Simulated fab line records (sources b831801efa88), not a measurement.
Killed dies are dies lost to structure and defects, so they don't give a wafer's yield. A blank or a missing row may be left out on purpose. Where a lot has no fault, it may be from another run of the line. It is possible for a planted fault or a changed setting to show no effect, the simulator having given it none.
Chamber matching / flow gf180mcu / 4 sister chambers for GF_V3_CMP_26 on cmp-01
The step polishes, stops on SiO2, t overpolish 15 s, target thk 0 nm. 14 wafers are shown with their chamber, then 7 later ones without.

== EACH WAFER AND ITS CHAMBER ==
wafer=L864.2; chamber=1; motor current A (A)=9.8; time to endpoint s (s)=86; overpolish run s (s)=14.996
wafer=L864.3; chamber=0; motor current A (A)=11.5; time to endpoint s (s)=89; overpolish run s (s)=14.989
wafer=L864.5; chamber=2; motor current A (A)=13.0; time to endpoint s (s)=89; overpolish run s (s)=15.022
wafer=L865.2; chamber=3; motor current A (A)=10.0; time to endpoint s (s)=83; overpolish run s (s)=15.003
wafer=L865.4; chamber=1; motor current A (A)=9.8; time to endpoint s (s)=85; overpolish run s (s)=14.992
wafer=L865.5; chamber=1; motor current A (A)=9.4; time to endpoint s (s)=85; overpolish run s (s)=14.984
wafer=L866.1; chamber=1; motor current A (A)=9.5; time to endpoint s (s)=87; overpolish run s (s)=15.000
wafer=L866.2; chamber=2; motor current A (A)=12.4; time to endpoint s (s)=85; overpolish run s (s)=15.011
wafer=L866.3; chamber=3; motor current A (A)=10.1; time to endpoint s (s)=84; overpolish run s (s)=14.989
wafer=L868.1; chamber=2; motor current A (A)=13.3; time to endpoint s (s)=84; overpolish run s (s)=14.995
wafer=L868.4; chamber=0; motor current A (A)=12.0; time to endpoint s (s)=82; overpolish run s (s)=14.999
wafer=L868.5; chamber=3; motor current A (A)=9.9; time to endpoint s (s)=80; overpolish run s (s)=15.008
wafer=L873.3; chamber=0; motor current A (A)=11.5; time to endpoint s (s)=87; overpolish run s (s)=15.009
wafer=L873.4; chamber=1; motor current A (A)=10.0; time to endpoint s (s)=87; overpolish run s (s)=15.007

SIGNATURES, as means of the wafers listed above
reading=motor current A; chamber 0=11.667; chamber 1=9.700; chamber 2=12.900; chamber 3=10.000; scatter within a chamber=0.291
reading=time to endpoint s; chamber 0=86.00; chamber 1=86.00; chamber 2=86.00; chamber 3=82.33; scatter within a chamber=2.29
reading=overpolish run s; chamber 0=14.99900; chamber 1=14.99580; chamber 2=15.00933; chamber 3=15.00000; scatter within a chamber=0.0103
Rule: a wafer lies at a distance from a chamber equal to the root of the sum of squares, over the readings, of (its reading less the chamber's mean, divided by the reading's scatter). The wafer belongs to the nearest chamber; if the next one is less than 2 further off, it can't be placed. The scatter: take each reading less its chamber's mean, square it, sum over the shown wafers, divide by the number of wafers less the number of chambers, and take the root.

== WAFERS WITH NO CHAMBER GIVEN ==
wafer=L873.6; motor current A (A)=11.7; time to endpoint s (s)=84; overpolish run s (s)=14.985
wafer=L874.2; motor current A (A)=13.0; time to endpoint s (s)=87; overpolish run s (s)=15.012
wafer=L874.3; motor current A (A)=11.7; time to endpoint s (s)=80; overpolish run s (s)=15.004
wafer=L874.6; motor current A (A)=9.5; time to endpoint s (s)=85; overpolish run s (s)=15.004
wafer=L881.3; motor current A (A)=11.3; time to endpoint s (s)=90; overpolish run s (s)=15.005
wafer=L881.5; motor current A (A)=12.8; time to endpoint s (s)=90; overpolish run s (s)=15.000
wafer=L881.6; motor current A (A)=10.0; time to endpoint s (s)=83; overpolish run s (s)=15.012

== EACH ONE'S CHAMBER ==
wafer=L873.6; from the rows above=0; in truth=0
wafer=L874.2; from the rows above=2; in truth=2
wafer=L874.3; from the rows above=0; in truth=0
wafer=L874.6; from the rows above=can't be placed: 1 or 3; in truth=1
wafer=L881.3; from the rows above=0; in truth=0
wafer=L881.5; from the rows above=2; in truth=2
wafer=L881.6; from the rows above=can't be placed: 3 or 1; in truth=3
Correct placement for 5 of the 7. Cannot be placed on the basis of these rows: 2; the candidates contain the true chamber in 2. 0 placed wrongly.
